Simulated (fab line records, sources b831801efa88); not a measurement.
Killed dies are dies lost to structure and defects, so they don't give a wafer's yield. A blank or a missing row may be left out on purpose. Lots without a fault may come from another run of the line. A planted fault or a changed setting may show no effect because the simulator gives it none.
Chamber matching | flow sky130 | SKY_VIA1_ETCH_14 on rie_diel-03: 4 sister chambers
The step etches BARC in N2/H2, stops on SiO2, time 45.9 s, target depth 60 nm. 14 wafers are shown with their chamber, then 7 later ones without.

WAFERS WITH THEIR CHAMBER
wafer  | chamber | drypump_motor_current_A (A) | throttle_valve_pct (%) | n2_flow_sccm (sccm)
L074.1 | 3       | 5.3                         | 13.235                 | 100.2
L074.4 | 1       | 6.2                         | 13.240                 | 99.6
L074.6 | 2       | 5.8                         | 13.234                 | 99.9
L081.1 | 2       | 5.8                         | 13.223                 | 100.0
L081.3 | 3       | 5.3                         | 13.216                 | 100.0
L081.4 | 1       | 6.2                         | 13.228                 | 100.2
L082.3 | 3       | 5.3                         | 13.223                 | 100.1
L082.5 | 3       | 5.3                         | 13.211                 | 100.0
L082.6 | 0       | 5.3                         | 13.199                 | 99.6
L086.1 | 3       | 5.3                         | 13.226                 | 99.9
L086.3 | 1       | 6.2                         | 13.234                 | 99.7
L086.4 | 2       | 5.8                         | 13.230                 | 99.9
L091.4 | 1       | 6.2                         | 13.245                 | 100.4
L091.5 | 2       | 5.7                         | 13.240                 | 100.0

SIGNATURES (means of the wafers above)
reading                 | chamber 0 | chamber 1 | chamber 2 | chamber 3 | scatter within a chamber
drypump_motor_current_A | 5.300     | 6.200     | 5.775     | 5.300     | 0.0274
throttle_valve_pct      | 13.19900  | 13.23675  | 13.23175  | 13.22220  | 0.00811
n2_flow_sccm            | 99.600    | 99.975    | 99.950    | 100.040   | 0.226
Rule: a wafer's distance from a chamber is the root of the sum, over the readings, of the square of ((its reading less the chamber's mean) divided by the reading's scatter). The wafer belongs to the nearest chamber; if the next one is less than 2 further off, it can't be placed. The scatter: the root of (the sum of the squares of (reading less its chamber's mean) over the shown wafers, divided by (wafers less chambers)).

WAFERS WITHOUT THEIR CHAMBER
wafer  | drypump_motor_current_A (A) | throttle_valve_pct (%) | n2_flow_sccm (sccm)
L091.6 | 5.3                         | 13.214                 | 100.2
L094.1 | 5.8                         | 13.229                 | 100.4
L094.2 | 6.2                         | 13.214                 | 99.9
L094.5 | 6.2                         | 13.222                 | 99.5
L096.3 | 5.3                         | 13.231                 | 100.5
L096.4 | 5.3                         | 13.237                 | 100.1
L096.5 | 6.2                         | 13.224                 | 100.4

WHICH CHAMBER EACH WENT THROUGH
wafer  | from the rows above | in truth
L091.6 | 3                   | 3
L094.1 | 2                   | 2
L094.2 | 1                   | 1
L094.5 | 1                   | 1
L096.3 | 3                   | 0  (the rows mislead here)
L096.4 | 3                   | 3
L096.5 | 1                   | 1
Placed correctly: 6 of 7. Can't be placed from these rows: 0. Placed wrongly: 1.
